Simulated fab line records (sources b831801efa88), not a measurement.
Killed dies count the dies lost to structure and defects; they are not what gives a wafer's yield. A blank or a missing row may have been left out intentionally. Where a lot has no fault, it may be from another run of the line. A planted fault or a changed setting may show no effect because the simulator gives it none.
8D (eight disciplines) problem report, filled in by code | flow sky130 | the parts of the form that need people (team, actions taken, sign-off) are left out

## 1. PROBLEM STATEMENT
SONOS_ONO_CVD_04_THK at SKY_SONOS_ONO_THK_MEAS_05 reads a mean of 9.09 nm on 3 wafers of 1 lot; wafers without a fault read 5.71 nm with a standard deviation of 0.12. Measured from the usual mean, that is +28 standard deviations.
First seen on wafer L567.3, day 16 16:02, on film metro-03. Wafers with a number at this step in the record: 30, from 10 lots. The rule behind "out" and "out of limits": a value lying over 4 standard deviations away from the usual mean. All remaining wafers that have a number are taken as sound.

## 2. WHAT IT IS, AND WHAT IT ISN'T
question                    | is                     | is not
which readings at this step | SONOS_ONO_CVD_04_THK   | -
which lots                  | L567                   | L552, L553, L554, L555, L558, L559, L573, L574, L575
which wafers of those lots  | all that have a number | -
read on which gauges        | film metro-03          | film metro-01, film metro-04
when                        | from day 16 16:02      | up to then (18 sound wafers); but 9 sound wafers of L573, L574, L575 came after

## 3. SUSPECTS, AND WHAT RULES EACH OUT
Counting: a tool at any process step up to the reading remains a suspect when it ran all the lots that are out and ran no sound lot after the first of those.
- the gauge at SKY_SONOS_ONO_THK_MEAS_05 is ruled out. All the wafers that are out were read on film metro-03, but those of them that SKY_SONOS_ONO_CVD_04 has rows for are out there too, on other tools.
- lpcvd-03 at SKY_SONOS_ONO_CVD_04 (deposits SiO2 from SiH4/N2O, target thk 5.7199 nm): ruled out as a lasting fault. After its first lot that is out, L567 (day 16 14:46), sound lots L573, L574, L575 ran on it.
Left after counting: nothing in the record.

## 4. THE CAUSE (what the simulator had put in)
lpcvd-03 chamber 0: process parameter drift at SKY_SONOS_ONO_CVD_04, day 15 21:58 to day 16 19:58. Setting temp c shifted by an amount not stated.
Counting ruled it out, wrongly: the rule takes a fault to strike every lot that its tool runs from its start on, and this one did not.

## 5. THE EFFECT CHAIN, in route order
Each row: a reading where the mean over the struck wafers with a number is more than 3 standard deviations away from the usual. Readings are gone through only where the record gives a usual standard deviation; hours: the median, over the lots, of the time from a lot's start at the first step in this table giving one to that lot's start at this step; sigmas: the change measured in usual standard deviations.
hours | step                      | reading               | usual   | on struck wafers | change | sigmas
0     | SKY_SONOS_ONO_CVD_04      | spike tc bottom C     | 917.9 C | 951.9            | +34.0  | +19
0     | SKY_SONOS_ONO_CVD_04      | spike tc centre C     | 900.4 C | 937.8            | +37.4  | +29
0     | SKY_SONOS_ONO_CVD_04      | spike tc lower C      | 900.2 C | 935.7            | +35.5  | +37
0     | SKY_SONOS_ONO_CVD_04      | spike tc top C        | 911.6 C | 947.4            | +35.8  | +16
0     | SKY_SONOS_ONO_CVD_04      | spike tc upper C      | 900.8 C | 935.0            | +34.2  | +23
0     | SKY_SONOS_ONO_CVD_04      | susceptor temp C      | 900.0 C | 935.1            | +35.1  | +88
0     | SKY_SONOS_ONO_CVD_04      | zone power centre pct | 17.88 % | 19.36            | +1.48  | +5.3
0     | SKY_SONOS_ONO_CVD_04      | zone power lower pct  | 16.77 % | 18.32            | +1.55  | +6.7
1     | SKY_SONOS_ONO_THK_MEAS_05 | SONOS_ONO_CVD_04_THK  | 5.71 nm | 9.09             | +3.38  | +28
Here are the process steps it includes:
- SKY_SONOS_ONO_CVD_04: deposits SiO2 from SiH4/N2O, target thk 5.7199 nm.
Later steps that measure or inspect, where all struck wafers having a row at the step show a number for every such reading and not one has moved that far: SKY_LI_CONTACT_CD_MEAS_12.

## 6. WHAT WOULD HAVE CAUGHT IT SOONER
In this record the first reading out of limits at a measuring or inspecting step was taken at day 16 16:02, 18 hours after the fault began at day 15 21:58.
Tool's own readings at SKY_SONOS_ONO_CVD_04, spike tc bottom C, spike tc centre C, spike tc lower C, spike tc top C, spike tc upper C, susceptor temp C, zone power centre pct, zone power lower pct: out on all struck wafers the step has rows for; an alarm limit on them would have tripped on the first.
